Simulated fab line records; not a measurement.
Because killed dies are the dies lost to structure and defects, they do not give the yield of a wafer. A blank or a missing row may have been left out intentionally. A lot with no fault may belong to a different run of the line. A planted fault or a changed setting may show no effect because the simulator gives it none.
fab line records	flow sky130
record: lots: 5	wafers: 15	last-day: 50
route steps=708 shown CAP2M@611
lots with no fault: from the same line, run without faults
start-h: start of the lot's first displayed wafer, in hours after the record's first day	wait-h: hours from the lot's prior step to this one	" as in the row above	L1.1+2: one row covering several wafers at once	- no value, or no start was given	* or withheld: withheld	< > ~ a bound
route shown NAME@n: NAME is a module with steps in the file, n the number in the route of the first one	usual: mean and standard deviation over wafers with no fault	same: alike in all rows	chamber/n: place in a boat	sites: each site's reading	_std_site: their standard deviation	_edge_site: inner sites' mean taken away from outer sites' mean	radius-mm: for every site, how far away it sits from the centre of the wafer	mask NAME#n: copy n	behind: the last tool/chamber to shape the wafer	hold: what put the lot on hold/how long, in hours/how the hold closed	device: the transistor (n, p or np) that didn't switch	end of line: at the end of the route, the tests of the same wafers	a step without rows: its recipe alone	killed: at the first sort, the dies lost to defects and structure; wafer yield is something else	map: the dies of a wafer, with x for killed, . for not killed, _ for no die there
set.NAME: the setting that was run; set.NAME@STEP: the one run at that earlier step	model.NAME: the simulator's own value behind a step, which no gauge read
certain route steps with their lots: each step a table, each wafer a row
services: from which hour (start-h, from the record's first day; less than 0 if before it) a tool's chamber was out of use, for how many hours, and why
== steps ==
step: SKY_CAP2M_SOFTBAKE_08
recipe: temp-c: 90	time-s: 60	resist: NOVOLAK
usual: plate-temp-C: 90.01/0.11
lot.wafer	tool	chamber	start-h	wait-h	plate-temp-C
L075.1	litho-track-01	0	954.26	0.1	89.99
L075.5	"	0	"	"	90.10
L075.6	"	0	"	"	90.29
L076.2	litho-track-01	0	965.18	0.1	89.89
L076.4	"	0	"	"	89.84
L076.6	"	0	"	"	89.99
L082.1	litho-track-02	0	1011.37	0.1	89.94
L082.3	"	0	"	"	89.81
L082.5	"	0	"	"	90.07
L091.2	litho-track-03	0	1065.59	0.1	90.11
L091.3	"	0	"	"	90.09
L091.6	"	0	"	"	90.02
L093.1	litho-track-01	0	1082.86	0.1	90.34
L093.3	"	0	"	"	90.08
L093.5	"	0	"	"	90.11
step: SKY_CAP2M_EXPOSE_09
recipe: mask-id: CAP2M	na: 0.6	source-shape: conventional	sigma-outer: 0.6	polarization: unpolarized	target-cd-nm: 1000	dose-mj: 159
usual: reticle-temp-C: 23.00/0.11
lot.wafer	tool	chamber	start-h	wait-h	mask	reticle-temp-C
L075.1	iline-stepper-01	0	-	-	CAP2M#0	23.11
L075.5	"	0	"	"	CAP2M#0	22.88
L075.6	"	0	"	"	CAP2M#0	23.04
L076.2	iline-stepper-02	0	-	-	CAP2M#0	23.11
L076.4	"	0	"	"	CAP2M#0	23.14
L076.6	"	0	"	"	CAP2M#0	23.26
L082.1	iline-stepper-01	0	-	-	CAP2M#0	23.13
L082.3	"	0	"	"	CAP2M#0	23.01
L082.5	"	0	"	"	CAP2M#0	23.09
L091.2	iline-stepper-02	0	-	-	CAP2M#0	23.10
L091.3	"	0	"	"	CAP2M#0	22.84
L091.6	"	0	"	"	CAP2M#0	23.21
L093.1	iline-stepper-02	0	-	-	CAP2M#0	22.80
L093.3	"	0	"	"	CAP2M#0	22.91
L093.5	"	0	"	"	CAP2M#0	23.02
step: SKY_CAP2M_PEB_10
recipe: temp-c: withheld	time-s: *	resist: NOVOLAK
lot.wafer	tool	chamber	start-h	wait-h
L075.1+5+6	litho-track-03	0	-	-
L076.2+4+6	litho-track-02	0	-	-
L082.1+3+5	litho-track-02	0	-	-
L091.2+3+6	litho-track-01	0	-	-
L093.1+3+5	litho-track-01	0	-	-
step: SKY_CAP2M_DEVELOP_11
recipe: resist: NOVOLAK	developer: TMAH	develop-time-s: 60	dev-temp-c: 23
lot.wafer	tool	chamber	start-h	wait-h
L075.1+5+6	litho-track-03	0	966.16	0.1
L076.2+4+6	litho-track-02	0	977.69	0.1
L082.1+3+5	litho-track-02	0	1022.37	0.1
L091.2+3+6	litho-track-01	0	1075.34	0.1
L093.1+3+5	litho-track-01	0	1092.81	0.1
step: SKY_CAP2M_OVL_MEAS_12
usual: CAP2M_OVL: 0.2/1.5
lot.wafer	tool	chamber	start-h	wait-h	CAP2M_OVL[nm]
L075.1	overlay-02	-	966.31	0.1	-1.4
L075.5	"	-	"	"	-1.8
L075.6	"	-	"	"	-1.5
L076.2	overlay-01	-	977.83	0.1	1.0
L076.4	"	-	"	"	1.6
L076.6	"	-	"	"	0.1
L082.1	overlay-01	-	1022.52	0.1	0.4
L082.3	"	-	"	"	-0.9
L082.5	"	-	"	"	0.9
L091.2	overlay-01	-	1075.47	0.1	1.5
L091.3	"	-	"	"	1.2
L091.6	"	-	"	"	0.3
L093.1	overlay-01	-	1092.96	0.1	-0.1
L093.3	"	-	"	"	-0.8
L093.5	"	-	"	"	-1.0
step: SKY_CAP2M_METAL_ETCH_13
recipe: target-depth-nm: 220	stop-on: SiO2	chemistry: Cl2/BCl3	target: TiN	pressure-mtorr: 10	icp-w: 900	bias-w: 48.5	Cl2_flow_sccm: 60	bcl3-flow-sccm: 30	time-s: 62.9
usual: drypump-motor-current-A: 5.81/0.27	oes-product-au: 0.937/0.0067	throttle-valve-pct: 21.904/0.0097
lot.wafer	tool	chamber	start-h	wait-h	drypump-motor-current-A	oes-product-au	rf-hours-counter-h	throttle-valve-pct
L075.1	rie-metal-01	0	966.35	0.0	5.72	0.951	13	21.895
L075.5	"	1	"	"	5.86	0.942	-	21.901
L075.6	"	0	"	"	5.71	0.943	-	21.889
L076.2	rie-metal-01	0	977.86	0.0	5.72	0.933	13	21.903
L076.4	"	0	"	"	5.69	0.942	-	21.909
L076.6	"	0	"	"	5.71	0.954	-	21.908
L082.1	rie-metal-02	0	1022.56	0.0	6.03	0.934	21	21.905
L082.3	"	0	"	"	6.05	0.932	-	21.916
L082.5	"	1	"	"	5.53	0.935	-	21.907
L091.2	rie-metal-01	1	1075.50	0.0	5.86	0.945	22	21.895
L091.3	"	0	"	"	5.70	0.935	-	21.907
L091.6	"	0	"	"	5.69	0.950	-	21.904
L093.1	rie-metal-01	0	1093.00	0.0	5.71	0.946	20	21.891
L093.3	"	1	"	"	5.87	0.948	-	21.898
L093.5	"	1	"	"	5.87	0.938	-	21.908
step: SKY_CAP2M_STRIP_14
recipe: chemistry: O2/N2	power-w: 1400	pressure-mtorr: 1500	platen-temp-c: withheld	o2-flow-sccm: 3000	n2-flow-sccm: 300	overash-fraction: 0.5
usual: drypump-motor-current-A: 5.19/0.17	oes-product-au: 0.710/0.0043	strip-time-to-endpoint-s: 12.66/0.049
lot.wafer	tool	chamber	start-h	wait-h	drypump-motor-current-A	oes-product-au	rf-hours-counter-h	strip-time-to-endpoint-s
L075.1	plasma-asher-02	0	966.42	0.1	5.10	0.714	113	12.67
L075.5	"	1	"	"	5.39	0.712	-	12.59
L075.6	"	0	"	"	5.09	0.711	-	12.66
L076.2	plasma-asher-03	1	977.93	0.1	5.18	0.705	52	12.64
L076.4	"	0	"	"	5.39	0.708	-	12.63
L076.6	"	0	"	"	5.39	0.709	-	12.64
L082.1	plasma-asher-02	1	1022.63	0.1	5.42	0.705	118	12.67
L082.3	"	0	"	"	5.12	0.709	-	12.67
L082.5	"	1	"	"	5.43	0.713	-	12.68
L091.2	plasma-asher-04	0	1075.57	0.1	4.90	0.713	34	12.56
L091.3	"	1	"	"	5.19	0.709	-	12.64
L091.6	"	0	"	"	4.93	0.719	-	12.64
L093.1	plasma-asher-04	1	1093.07	0.1	5.22	0.707	35	12.62
L093.3	"	0	"	"	4.91	0.703	-	12.63
L093.5	"	0	"	"	4.91	0.708	-	12.62
== services ==
tool	chamber	start-h	hours	kind
iline-stepper-02	-	942.83	1.7	pm
rie-metal-02	0	969.93	1.9	repair
iline-stepper-01	-	993.56	1.7	pm
rie-metal-02	0	1044.71	-	clean
rie-metal-02	0	1044.71	23.0	scheduled-down
rie-metal-02	0	1044.71	23.0	vent-cycle
plasma-asher-02	-	1055.30	9.0	pm
plasma-asher-02	0	1055.30	9.0	vent-cycle
plasma-asher-02	1	1055.30	9.0	vent-cycle
plasma-asher-02	0	1064.30	-	clean
plasma-asher-02	1	1064.30	-	clean
iline-stepper-02	0	1080.87	-	calibration
iline-stepper-02	-	1088.36	2.1	pm
iline-stepper-02	-	1090.44	-	consumable-replace:lamp
== key ==
fault none
